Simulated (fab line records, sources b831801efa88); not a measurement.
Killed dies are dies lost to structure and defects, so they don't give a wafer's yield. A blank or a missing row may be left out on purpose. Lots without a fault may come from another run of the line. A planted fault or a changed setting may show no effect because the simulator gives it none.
Chamber matching | flow gf180mcu | GF_STI_CMP_25 on cmp-01: 4 sister chambers
The step polishes, stops on Si3N4, t overpolish 33 s, target thk 524.6 nm. 14 wafers are shown with their chamber, then 7 later ones without.

WAFERS WITH THEIR CHAMBER
wafer  | chamber | motor_current_A (A) | time_to_endpoint_s (s) | overpolish_run_s (s)
L621.1 | 0       | 12.0                | 120                    | 33.014
L621.5 | 1       | 14.5                | 124                    | 33.009
L621.6 | 0       | 11.8                | 124                    | 33.005
L627.1 | 1       | 14.0                | 125                    | 33.003
L627.4 | 3       | 11.5                | 121                    | 32.999
L627.6 | 1       | 14.6                | 125                    | 33.017
L628.1 | 1       | 14.9                | 123                    | 33.011
L628.3 | 3       | 11.5                | 122                    | 32.997
L628.6 | 1       | 13.9                | 121                    | 33.012
L629.1 | 1       | 13.8                | 122                    | 33.019
L629.2 | 3       | 10.6                | 122                    | 33.013
L629.4 | 2       | 11.0                | 118                    | 32.984
L635.1 | 0       | 13.0                | 127                    | 32.984
L635.2 | 1       | 14.1                | 125                    | 32.996

SIGNATURES (means of the wafers above)
reading            | chamber 0 | chamber 1 | chamber 2 | chamber 3 | scatter within a chamber
motor_current_A    | 12.267    | 14.257    | 11.000    | 11.200    | 0.488
time_to_endpoint_s | 123.67    | 123.57    | 118.00    | 121.67    | 2.03
overpolish_run_s   | 33.00100  | 33.00957  | 32.98400  | 33.00300  | 0.01
Rule: a wafer's distance from a chamber is the root of the sum, over the readings, of the square of ((its reading less the chamber's mean) divided by the reading's scatter). The wafer belongs to the nearest chamber; if the next one is less than 2 further off, it can't be placed. The scatter: the root of (the sum of the squares of (reading less its chamber's mean) over the shown wafers, divided by (wafers less chambers)).

WAFERS WITHOUT THEIR CHAMBER
wafer  | motor_current_A (A) | time_to_endpoint_s (s) | overpolish_run_s (s)
L635.4 | 11.4                | 121                    | 33.005
L637.2 | 12.7                | 121                    | 33.010
L637.4 | 11.6                | 122                    | 33.003
L637.6 | 15.0                | 126                    | 33.001
L638.2 | 14.8                | 120                    | 33.001
L638.4 | 12.2                | 121                    | 33.005
L638.5 | 11.8                | 120                    | 33.000

WHICH CHAMBER EACH WENT THROUGH
wafer  | from the rows above          | in truth
L635.4 | can't be placed: 3 or 0      | 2
L637.2 | can't be placed: 0 or 3 or 1 | 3
L637.4 | can't be placed: 3 or 0      | 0
L637.6 | 1                            | 1
L638.2 | 1                            | 1
L638.4 | can't be placed: 0 or 3      | 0
L638.5 | can't be placed: 3 or 0 or 2 | 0
Placed correctly: 2 of 7. Can't be placed from these rows: 5 (the true chamber is among the candidates in 4). Placed wrongly: 0.
